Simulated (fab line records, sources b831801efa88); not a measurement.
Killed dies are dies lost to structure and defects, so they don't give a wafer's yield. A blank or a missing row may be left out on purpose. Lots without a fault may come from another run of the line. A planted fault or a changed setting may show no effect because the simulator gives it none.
Which tool did it? | flow sky130 | 24 lots, 72 wafers sampled, at 1 step of a route of 708

WHAT THE GAUGES READ, wafer by wafer
SKY_VT_ADJUST_HVTR_OVL_MEAS_08.
lot  | measured     | on         | VT_ADJUST_HVTR_OVL (nm)
L074 | day 9 12:16  | overlay-01 | 0.6 -0.5 -0.7
L075 | day 9 18:15  | overlay-02 | -0.8 0.1 -0.3
L076 | day 10 05:52 | overlay-02 | -1.5 0.1 0.1
L077 | day 10 07:10 | overlay-01 | -0.3 -0.6 -1.1
L078 | day 10 16:40 | overlay-01 | -1.8 0.3 -0.3
L079 | day 10 21:25 | overlay-01 | -0.5 0.1 -0.3
L080 | day 11 04:16 | overlay-02 | -0.8 -1.1 0.7
L081 | day 11 14:14 | overlay-02 | 0.5 -0.1 0.3
L082 | day 12 01:17 | overlay-02 | 1.1 2.7 1.6
L083 | day 12 18:22 | overlay-01 | 1.0 1.4 2.7
L085 | day 12 19:20 | overlay-02 | -1.1 -0.6 -0.3
L084 | day 12 21:38 | overlay-02 | 0.5 -0.3 -0.9
L086 | day 12 22:35 | overlay-01 | -1.6 0.4 1.5
L087 | day 13 14:19 | overlay-02 | 0.8 0.6 -0.1
L088 | day 13 21:53 | overlay-01 | -1.3 -0.7 -1.5
L089 | day 13 22:23 | overlay-01 | -1.5 1.1 0.2
L090 | day 14 05:47 | overlay-02 | 1.4 1.4 1.1
L091 | day 14 23:16 | overlay-02 | -1.7 -2.8 -0.8
L092 | day 15 00:47 | overlay-02 | 2.7 -0.1 1.2
L093 | day 15 06:38 | overlay-02 | -1.7 -0.2 -1.9
L094 | day 15 14:32 | overlay-01 | -1.2 0.8 -0.9
L095 | day 15 20:29 | overlay-01 | -0.1 -1.5 -0.8
L096 | day 16 08:47 | overlay-02 | 0.2 1.0 -0.8
L097 | day 16 14:22 | overlay-02 | 1.4 2.6 3.3

WHICH TOOL RAN EACH LOT (tool, then ch and the chambers of the sampled wafers, then the start)
The record holds no process step before these readings.

WHAT THE TOOLS THEMSELVES READ (means of the sampled wafers that have a number; where no wafer has one, the mark that the record gives instead)
The record holds no such reading with a usual standard deviation.

THE ANSWER, worked out from the rows above alone
Rule: what is usual is taken from the lots themselves. Put in order of their means at a reading, lots are off if they are a third of the lots or fewer, leave a main group of 4 or more, and stand apart from it by a gap of 3 or more times the standard deviation of the main group's means; of several such gaps the widest counts. A main group whose means are all the same, to the digits that the tables above print for the reading, isn't used. A lot without any number at a reading at which 4 lots or more have one is off too. The other lots that the step has rows for count as sound. The gauges are gone through in route order, then the tools' own readings, and for those a lot's mean is taken as printed above. The first step at which some lot is off is used, and at that step the reading that is off furthest; a lot without a number counts as furthest.
No lot is off at any reading shown: from this, nothing can be told.

WHAT THE SIMULATOR HAD PUT IN
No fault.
